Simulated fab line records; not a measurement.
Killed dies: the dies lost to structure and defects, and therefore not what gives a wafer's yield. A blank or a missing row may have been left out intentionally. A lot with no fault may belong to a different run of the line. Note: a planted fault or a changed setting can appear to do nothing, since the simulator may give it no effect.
A lot that was struck, set against a sound lot ; flow sky130 ; 17 steps out of a route of 708
Sound: wafers L568.3, L568.4, L568.6. Wafers struck: L577.1, L577.2, L577.5. The cause is given at the end.
For every step that has rows: the tool of each side, followed by ch and its chambers, followed by its first start. Under that, the readings that differ: sound wafers ; struck wafers ; difference of the means ; sigmas: that difference in standard deviations of wafers without a fault.
alike: same words and numbers on both sides, and readings whose means sit less than 2 such deviations apart. not compared: any withheld reading, any reading some wafer has no value for, any bound like >300 that may hide the same value, and any number with overlapping values for which the record gives no deviation.
The two part at a step that has a row with sigmas, a row that says differs or no value, or rows on one side only. Non-overlapping numbers with no deviation appear without sigmas and do not part them. Lack of a reading on every wafer of one side parts them only where that side has two or more wafers.

first, 3 steps without rows for these wafers: SKY_VIA2_EXPOSE_09 (exposes mask VIM2, target cd 200 nm); SKY_VIA2_PEB_10; SKY_VIA2_DEVELOP_11 (develop time 60 s).
SKY_VIA2_CD_MEAS_12: target cd 200 nm.
  sound: cd_sem-02 at day 38 10:35; struck: cd_sem-02 at day 41 10:38
reading;sound;struck;difference;sigmas
cd_nm (nm);197.1 197.9 199.7;201.8 201.2 201.7;+3.3;+2
SKY_VIA2_OVL_MEAS_13:
  sound: overlay-01 at day 38 10:41; struck: overlay-01 at day 41 10:46
  alike: VIA2_OVL
SKY_VIA2_ETCH_14: etches BARC in N2/H2, stops on SiO2, time 45.9 s, target depth 60 nm.
  sound on rie_diel-04 ch 0,1,2, day 38 10:42; struck on rie_diel-02 ch 1,2,3, day 41 10:47
  alike: drypump_motor_current_A, oes_product_au, throttle_valve_pct
  not compared: rf_hours_counter_h
SKY_VIA2_ETCH_15: etches SiO2 in C4F8/O2/Ar, stops on TiN, target depth 546 nm, time 84 s.
  sound on rie_diel-04 ch 0,1,2, day 38 10:45; struck on rie_diel-02 ch 1,2,3, day 41 10:50
  alike: oes_product_au
SKY_VIA2_STRIP_16: strips in O2/N2.
  sound on plasma_asher-02 ch 0,1, day 38 10:50; struck on plasma_asher-04 ch 0,1, day 41 10:54
  alike: drypump_motor_current_A, oes_product_au, strip_time_to_endpoint_s
  not compared: rf_hours_counter_h
then, 3 steps without rows for these wafers: SKY_VIA2_STRIP_17 (strips in post etch residue remover, time 1200 s); SKY_VIA2_CLEAN_18 (cleans in IPA, time 180 s); SKY_VIA2_CLEAN_19 (cleans in O3/DIW).
SKY_VIA2_SPUTTER_20: material TiN, target thk 20 nm, time 80 s.
  sound: pvd_sputter-04 at day 38 11:26; struck: pvd_sputter-01 at day 41 11:31
  alike: cathode_dc_power_W, throttle_valve_pct
SKY_VIA2_CVD_21: deposits W, target thk 420 nm, time 126.4 s.
  sound on cvd_w-02 ch 0,1, day 38 11:32; struck on cvd_w-01 ch 0,1, day 41 11:35
  no value came back on the struck wafers for chamber_pressure_Torr (Torr), heater_power_outer_w (W), heater_power_w (W); on the sound wafers chamber_pressure_Torr (Torr) reads 39.98 39.99 39.95
SKY_VIA2_RS_MEAS_22: a four-point-probe measurement.
  sound: film_metro-02 at day 38 11:40; struck: film_metro-02 at day 41 11:43
reading;sound;struck;difference;sigmas
VIA2_W_RS (ohm/sq);0.2715 0.2698 0.2721;58.853 59.100 59.625;+58.922;+99 or more
SKY_VIA2_THK_MEAS_23: measures by xrf.
  sound: film_metro-02 at day 38 11:46; struck: film_metro-02 at day 41 11:50
  not compared: VIA2_W_THK
SKY_VIA2_CMP_24: polishes, stops on SiO2, t overpolish 20 s, target thk 0 nm.
  sound on cmp-01 ch 0,1, day 38 11:48; struck on cmp-01 ch 0,2,3, day 41 11:53
reading;sound;struck;difference;sigmas
time_to_endpoint_s (s);114 112 110;5 3 4;-108;-29
  alike: edge_zone_pressure_frac, motor_current_A
-- the record jumps here: 8 days lie between the struck wafers' starts before and after (it left off in module VIA2 and takes up again in module PAD_OPEN, whose first step shown is number 708 of the route) --
SKY_PAD_OPEN_PROBE_99:
  sound: prober-02 at day 47 13:13; struck: prober-01 at day 49 23:01
reading;sound;struck;difference;sigmas
defect_limited_yield (%);83.7 81.1 86.0;0 0 0;-84;-42
killed_at_M0_to_M3;47 42 31;451 444 449;+408;+52
killed_dies;80 93 69;492 492 492;+411;+43
killed_on_rim;17 16 18;96 96 96;+79;+21
sort_bin_5_function (%);9.6 12.2 10.0;93.9 91.5 93.5;+82.4;+59
sort_n_pass;412 399 423;0 0 0;-411;-43
sort_yield_pct (%);83.7 81.1 86.0;0 0 0;-84;-42
  alike: killed_at_M4_up, killed_at_contacts, killed_at_front_end, killed_at_other, killed_open, killed_short, sort_bin_3_pad_short, sort_bin_6_memory

WHERE THEY PART
First at SKY_VIA2_CD_MEAS_12; last, within this record, at SKY_PAD_OPEN_PROBE_99.

WHY: what had been put in by the simulator
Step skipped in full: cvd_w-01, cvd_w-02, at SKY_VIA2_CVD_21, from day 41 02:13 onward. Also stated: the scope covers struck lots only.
